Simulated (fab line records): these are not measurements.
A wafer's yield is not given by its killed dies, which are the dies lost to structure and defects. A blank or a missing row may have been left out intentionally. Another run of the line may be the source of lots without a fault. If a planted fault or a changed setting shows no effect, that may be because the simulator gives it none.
A lot that was struck, set against a sound lot	flow sfq line	14 steps out of a route of 325
Sound: the wafers L639.1, L639.2, L639.4. Wafers struck: L635.3, L635.5, L635.6. The cause is given at the end.
For every step that has rows: the tool of each side, followed by ch and its chambers, followed by its first start. Under that, the readings that differ: sound wafers	struck wafers	difference of the means	sigmas: that difference in standard deviations of wafers without a fault.
alike: readings whose means differ by less than 2 such deviations, and words and numbers that are the same on both sides. not compared: withheld readings, readings that some wafer has no value for, bounds like >300 that may hide the same value, and numbers for which the record gives no deviation and whose values overlap.
The two part at a step that has a row with sigmas, a row that says differs or no value, or rows on one side only. Numbers that don't overlap but have no deviation are shown without sigmas and don't part them. Lack of a reading on every wafer of one side parts them only where that side has two or more wafers.

SFQ_TRILAYER_M3_BARC_OPEN_METAL_ETCH_100: etches BARC in O2, target depth 125 nm, time 41.7 s.
  sound on rie metal-04 ch 0,1, day 54 01:38; struck on rie metal-03 ch 0,1, day 51 22:00
reading	sound	struck	difference	sigmas
chamber pressure mTorr (mTorr)	9.996 9.998 10.068	10.007 9.998 9.986	-0.024	-2
  alike: drypump motor current A, oes product au
  not compared: rf hours counter h
SFQ_TRILAYER_M3_ETCH_METAL_ETCH_078: etches Nb in Cl2/Ar, stops on SiO2, target depth 240 nm, time 120 s.
  sound on rie metal-04 ch 0,1, day 54 01:41; struck on rie metal-03 ch 0,1, day 51 22:05
  alike: chamber pressure mTorr, drypump motor current A, oes product au
  not compared: rf hours counter h
SFQ_TRILAYER_M3_STRIP_STRIP_079: strips in O2.
  sound on rie metal-04 ch 0,1, day 54 01:49; struck on rie metal-03 ch 0,1, day 51 22:22
  alike: chamber pressure mTorr, drypump motor current A, oes product au
  not compared: rf hours counter h
then, 1 step without rows for these wafers: SFQ_TRILAYER_M3_STRIP_SOLV_CLEAN_080 (cleans in NMP, time 600 s).
SFQ_TRILAYER_I3_DEP_PECVD_081: deposits SiO2 from SiH4/N2O, time 111.11 s, target thk 500 nm.
  sound on pecvd-02 ch 1,2, day 54 02:35; struck on pecvd-03 ch 0,1,2, day 51 22:56
  alike: heater power outer w, heater power w, throttle valve pct
SFQ_TRILAYER_I3_CMP_CMP_082: polishes SiO2.
  sound on cmp-01 ch 0,2,3, day 54 03:10; struck on cmp-02 ch 2,3, day 52 01:31
  alike: motor current A, platen rpm, time to endpoint s
SFQ_I3_BOW_MEAS_922:
  struck on film metro-01, day 52 04:04; sound on film metro-04, day 54 05:40
  alike: I3_BOW
then, 5 steps without rows for these wafers: SFQ_TRILAYER_I3_METRO_MEASURE_083; SFQ_TRILAYER_I3_VIA_LITHO_COAT_090 (resist thk 62 nm); SFQ_TRILAYER_I3_VIA_LITHO_COAT_085 (resist thk 661.6 nm); SFQ_TRILAYER_I3_VIA_LITHO_SOFTBAKE_089; SFQ_TRILAYER_I3_VIA_LITHO_EXPOSE_086 (exposes mask I3, target cd 500 nm).
-- the record jumps here: 6 days lie between the struck wafers' starts before and after --
SFQ_TRILAYER_I3_VIA_LITHO_PEB_088: peb time 60 s.
  sound on litho track-04 ch 0, day 60 08:52; struck on litho track-03 ch 0, day 58 06:23
reading	sound	struck	difference	sigmas
heater power total W (W)	79.09 78.95 79.19	75.88 75.90 75.95	-3.17	-43
plate temp C (C)	115.22 115.12 115.14	111.58 111.37 111.35	-3.73	-29
then, 1 step without rows for these wafers: SFQ_TRILAYER_I3_VIA_LITHO_DEVELOP_087 (time 60 s).

WHERE THEY PART
First at SFQ_TRILAYER_M3_BARC_OPEN_METAL_ETCH_100; last, within this record, at SFQ_TRILAYER_I3_VIA_LITHO_PEB_088.

WHY: what the simulator had put in
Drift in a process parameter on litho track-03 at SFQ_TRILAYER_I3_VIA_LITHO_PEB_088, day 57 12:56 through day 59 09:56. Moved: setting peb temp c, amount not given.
